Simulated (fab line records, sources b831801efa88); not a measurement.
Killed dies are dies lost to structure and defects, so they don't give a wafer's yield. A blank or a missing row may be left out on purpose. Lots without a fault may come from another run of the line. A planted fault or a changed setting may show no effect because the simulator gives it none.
Which tool did it? | flow gf180mcu | 14 lots, 42 wafers sampled, at 5 steps of a route of 602

WHAT THE GAUGES READ, wafer by wafer
GF_VT_IMPLANT_TW_MEAS_43.
lot  | measured     | on            | VT_IMPLANT_4_TW
L310 | day 7 10:52  | film_metro-02 | 685 686 687
L311 | day 7 18:21  | film_metro-02 | 684 684 685
L312 | day 8 01:25  | film_metro-02 | 684 686 688
L314 | day 8 16:25  | film_metro-03 | 692 693 693
L315 | day 8 18:47  | film_metro-03 | 738 734 736
L316 | day 9 00:26  | film_metro-03 | 698 700 703
L317 | day 9 08:34  | film_metro-02 | 730 733 732
L322 | day 10 16:47 | film_metro-02 | 693 691 691
L324 | day 11 05:11 | film_metro-03 | 699 693 695
L325 | day 11 11:07 | film_metro-02 | 687 689 685
L327 | day 12 05:53 | film_metro-02 | 689 688 691
L329 | day 12 20:04 | film_metro-02 | 688 692 693
L330 | day 13 09:26 | film_metro-03 | 701 702 700
L331 | day 13 23:41 | film_metro-01 | 680 684 681

GF_VT_IMPLANT_RS_MEAS_48: measures by four-point-probe.
lot  | measured     | on            | LVPWELL_RS (ohm/sq)
L310 | day 7 11:19  | film_metro-03 | 1201.3 1198.3 1201.0
L311 | day 7 18:49  | film_metro-03 | 1198.8 1201.9 1199.7
L312 | day 8 01:53  | film_metro-03 | 1200.5 1198.8 1197.8
L314 | day 8 16:53  | film_metro-04 | 1201.3 1201.7 1202.2
L315 | day 8 19:14  | film_metro-03 | 1197.9 1199.1 1200.5
L316 | day 9 00:53  | film_metro-04 | 1198.3 1198.8 1195.6
L317 | day 9 09:01  | film_metro-03 | 1200.3 1203.2 1200.6
L322 | day 10 17:23 | film_metro-04 | 1200.1 1195.5 1197.8
L324 | day 11 05:38 | film_metro-01 | 1195.6 1196.0 1200.8
L325 | day 11 11:34 | film_metro-04 | 1200.6 1199.0 1200.5
L327 | day 12 06:20 | film_metro-01 | 1201.8 1202.8 1205.6
L329 | day 12 20:35 | film_metro-04 | 1202.4 1200.5 1200.4
L330 | day 13 09:53 | film_metro-03 | 1199.7 1198.9 1198.4
L331 | day 14 00:08 | film_metro-04 | 1195.1 1193.9 1195.0

GF_HV_LDD_TW_MEAS_50.
lot  | measured     | on            | HV_LDD_4_TW
L310 | day 12 05:41 | film_metro-01 | 569 569 568
L311 | day 12 18:16 | film_metro-04 | 569 572 569
L312 | day 13 03:44 | film_metro-03 | 576 579 576
L314 | day 13 20:40 | film_metro-04 | 567 567 568
L315 | day 13 21:02 | film_metro-04 | 570 569 569
L316 | day 14 05:44 | film_metro-03 | 579 573 576
L317 | day 14 11:46 | film_metro-04 | 568 568 567
L322 | day 16 05:17 | film_metro-04 | 566 565 569
L324 | day 16 21:16 | film_metro-01 | 563 564 563
L325 | day 17 03:35 | film_metro-04 | 563 562 561
L327 | day 18 01:42 | film_metro-03 | 577 578 579
L329 | day 18 16:26 | film_metro-03 | 577 580 577
L330 | day 19 10:32 | film_metro-04 | 567 567 565
L331 | day 20 02:20 | film_metro-01 | 566 564 562

GF_V1_OVL_MEAS_15.
lot  | measured     | on         | V1_OVL (nm)
L310 | day 18 07:08 | overlay-02 | 2 -5 2
L311 | day 18 14:57 | overlay-02 | -6 -7 -5
L312 | day 19 02:09 | overlay-01 | 1 -2 3
L314 | day 19 20:12 | overlay-01 | 4 2 7
L315 | day 19 22:00 | overlay-02 | -3 -5 3
L316 | day 20 06:32 | overlay-01 | 8 0 3
L317 | day 20 12:32 | overlay-02 | 0 -8 -5
L322 | day 22 10:51 | overlay-02 | -7 -6 -7
L324 | day 23 01:06 | overlay-01 | 7 -1 -4
L325 | day 23 08:38 | overlay-01 | 0 -7 -4
L327 | day 24 05:05 | overlay-02 | 5 3 4
L329 | day 24 19:51 | overlay-01 | 2 10 5
L330 | day 25 13:05 | overlay-01 | 3 -3 -4
L331 | day 26 02:32 | overlay-01 | -2 -9 -6

WHICH TOOL RAN EACH LOT (tool, then ch and the chambers of the sampled wafers, then the start)
lot  | GF_VT_IMPLANT_IMPLANT_41
L310 | implanter-03 ch 0, day 7 10:37
L311 | implanter-01 ch 0, day 7 18:07
L312 | implanter-04 ch 0, day 8 01:11
L314 | implanter-03 ch 0, day 8 16:11
L315 | implanter-04 ch 0, day 8 18:32
L316 | implanter-01 ch 0, day 9 00:11
L317 | implanter-04 ch 0, day 9 08:19
L322 | implanter-03 ch 0, day 10 16:32
L324 | implanter-01 ch 0, day 11 04:56
L325 | implanter-01 ch 0, day 11 10:52
L327 | implanter-04 ch 0, day 12 05:38
L329 | implanter-04 ch 0, day 12 19:43
L330 | implanter-04 ch 0, day 13 09:11
L331 | implanter-04 ch 0, day 13 23:26
- GF_VT_IMPLANT_IMPLANT_41

WHAT THE TOOLS THEMSELVES READ (means of the sampled wafers that have a number; where no wafer has one, the mark that the record gives instead)
GF_VT_IMPLANT_IMPLANT_41.
lot  | tool         | beam_energy_keV
L310 | implanter-03 | 70.020
L311 | implanter-01 | 70.007
L312 | implanter-04 | 70.011
L314 | implanter-03 | 69.990
L315 | implanter-04 | 86.110
L316 | implanter-01 | 69.986
L317 | implanter-04 | 86.115
L322 | implanter-03 | 70.014
L324 | implanter-01 | 69.996
L325 | implanter-01 | 70.006
L327 | implanter-04 | 69.970
L329 | implanter-04 | 69.989
L330 | implanter-04 | 70.013
L331 | implanter-04 | 70.003

THE ANSWER, worked out from the rows above alone
Rule: what is usual is taken from the lots themselves. Put in order of their means at a reading, lots are off if they are a third of the lots or fewer, leave a main group of 4 or more, and stand apart from it by a gap of 3 or more times the standard deviation of the main group's means; of several such gaps the widest counts. A main group whose means are all the same, to the digits that the tables above print for the reading, isn't used. A lot without any number at a reading at which 4 lots or more have one is off too. The other lots that the step has rows for count as sound. The gauges are gone through in route order, then the tools' own readings, and for those a lot's mean is taken as printed above. The first step at which some lot is off is used, and at that step the reading that is off furthest; a lot without a number counts as furthest.
Off: L315, L317, at GF_VT_IMPLANT_TW_MEAS_43 (VT_IMPLANT_4_TW). The main group: mean 691, standard deviation 5.8.
A tool fits if, at a process step before that reading, it ran every lot that is off, and no sound lot after the first of them. The gauges at GF_VT_IMPLANT_TW_MEAS_43 aren't tried: what is off there is off at GF_VT_IMPLANT_IMPLANT_41 too, on other tools, and a gauge's error can't cause that. None of those tried fits.

WHAT THE SIMULATOR HAD PUT IN
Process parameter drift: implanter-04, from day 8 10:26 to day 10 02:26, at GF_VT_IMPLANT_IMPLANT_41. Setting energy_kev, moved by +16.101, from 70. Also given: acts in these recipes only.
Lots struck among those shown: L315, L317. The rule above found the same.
